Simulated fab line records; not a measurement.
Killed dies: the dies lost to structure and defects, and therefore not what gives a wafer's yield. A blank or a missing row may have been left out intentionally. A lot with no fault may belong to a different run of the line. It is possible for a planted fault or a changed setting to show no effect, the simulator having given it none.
One fault through the eyes of 2 desks ; flow sky130 ; every desk sees just its own numbers, and what lay behind them comes last

THE METROLOGY DESK
Means of the sampled wafers that have a number, per lot and without regard to the tool the lot ran on: this is what the gauges read. If a lot's mean is further than 4 standard deviations from the usual mean, the lot is out of limits and carries the mark OUT (the distance appears in the brackets).
Columns: A = SONOS_ONO_OVL at SKY_SONOS_ONO_OVL_MEAS_14, usual -1.0 nm
lot;first seen here;A
L759;day 13 11:31;-1.9
L758;day 13 15:59;-1.4
L760;day 13 16:59;-0.4
L764;day 14 17:16;-0.4
L769;day 16 09:43;-1.5
L770;day 16 19:10;-2.4
L771;day 18 04:25;-0.1
L774;day 18 17:37;-0.2
L776;day 19 05:40;-2.5
L775;day 19 08:58;-1.5
L778;day 19 22:31;-0.7
L780;day 20 17:52;-0.1
This desk found nothing out of limits on any of the 12 lots.

AT THE TOOL OWNER'S DESK: implanter-02
The tool's own readings at SKY_LDD_N_IMPLANT_13, given as means over the sampled wafers that have a number, one for each lot that went through this tool. If a lot's mean is further than 4 standard deviations from the usual mean, the lot is out of limits and carries the mark OUT (the distance appears in the brackets).
Columns: A = tiltDeg at SKY_LDD_N_IMPLANT_13, usual 29.999 degrees
lot;first seen here;A
L759;day 18 16:31;29.973
L760;day 19 12:43;30.016
L764;day 20 01:35;30.006
L769;day 21 19:24;0.005 (-99 or more) OUT
L770;day 22 08:07;0.015 (-99 or more) OUT
L775;day 24 21:53;30.004
This desk's verdict: out of limits on L769, L770, starting with L769 at day 21 19:24 (tiltDeg at SKY_LDD_N_IMPLANT_13). L759, L760, L764, L775 stayed within limits.

PUT TOGETHER
The tool owner's desk had the chance to raise an alarm at day 21 19:24 on L769, L770.
Metrology desk: nothing out of limits seen.
The metrology desk has L769, L770 on record, within its limits.
On implanter-02, each named lot ran SKY_LDD_N_IMPLANT_13.

WHAT THE SIMULATOR HAD INSERTED
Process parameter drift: implanter-02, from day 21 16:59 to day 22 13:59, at SKY_LDD_N_IMPLANT_13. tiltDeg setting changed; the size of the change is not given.
Lots struck among those shown: L769, L770.
How many hours passed from the start of the fault until each desk's first out-of-limits reading: the tool owner's desk, 2.
